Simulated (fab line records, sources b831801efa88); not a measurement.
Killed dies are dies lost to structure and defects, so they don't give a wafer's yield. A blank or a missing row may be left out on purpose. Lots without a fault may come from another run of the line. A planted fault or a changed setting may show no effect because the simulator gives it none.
Chamber matching | flow sky130 | SKY_VIA2_ETCH_15 on rie_diel-01: 4 sister chambers
The step etches SiO2 in C4F8/O2/Ar, stops on TiN, target depth 546 nm, time 84 s. 8 wafers are shown with their chamber, then 10 later ones without.

WAFERS WITH THEIR CHAMBER
wafer  | chamber | oes_product_au (a.u.) | chamber_pressure_mTorr (mTorr)
L077.6 | 3       | 0.943                 | 39.98
L081.2 | 0       | 0.939                 | 39.99
L081.6 | 3       | 0.939                 | 40.01
L082.2 | 1       | 0.939                 | 39.96
L082.4 | 1       | 0.938                 | 40.02
L082.6 | 2       | 0.938                 | 39.97
L083.2 | 2       | 0.935                 | 39.98
L083.4 | 0       | 0.939                 | 39.99

WAFERS WITHOUT THEIR CHAMBER
wafer  | oes_product_au (a.u.) | chamber_pressure_mTorr (mTorr)
L083.6 | 0.946                 | 39.98
L091.2 | 0.935                 | 39.99
L091.3 | 0.937                 | 39.99
L091.4 | 0.942                 | 39.99
L092.1 | 0.937                 | 40.00
L092.3 | 0.943                 | 40.03
L092.4 | 0.933                 | 40.05
L096.4 | 0.944                 | 40.04
L096.5 | 0.936                 | 40.03
L096.6 | 0.942                 | 40.01

WHICH CHAMBER EACH WENT THROUGH
wafer  | from the rows above               | in truth
L083.6 | can't be placed: 3 or 0 or 1      | 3
L091.2 | can't be placed: 2 or 1 or 0      | 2
L091.3 | can't be placed: 2 or 1 or 0 or 3 | 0
L091.4 | can't be placed: 3 or 0 or 1      | 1
L092.1 | can't be placed: 1 or 2 or 0 or 3 | 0
L092.3 | can't be placed: 3 or 0 or 1      | 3
L092.4 | can't be placed: 2 or 1 or 0 or 3 | 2
L096.4 | can't be placed: 3 or 0 or 1      | 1
L096.5 | can't be placed: 1 or 2 or 0 or 3 | 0
L096.6 | can't be placed: 3 or 0 or 1      | 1
Placed correctly: 0 of 10. Can't be placed from these rows: 10 (the true chamber is among the candidates in 10). Placed wrongly: 0.
How it was worked out, from the rows above alone: a wafer's distance from a chamber is the root of the sum, over the readings, of the square of ((its reading less the chamber's mean) divided by the reading's scatter). The wafer belongs to the nearest chamber; if the next one is less than 2 further off, it can't be placed. A chamber's mean is the mean of its shown wafers. The scatter: the root of (the sum of the squares of (reading less its chamber's mean) over the shown wafers, divided by (wafers less chambers)).
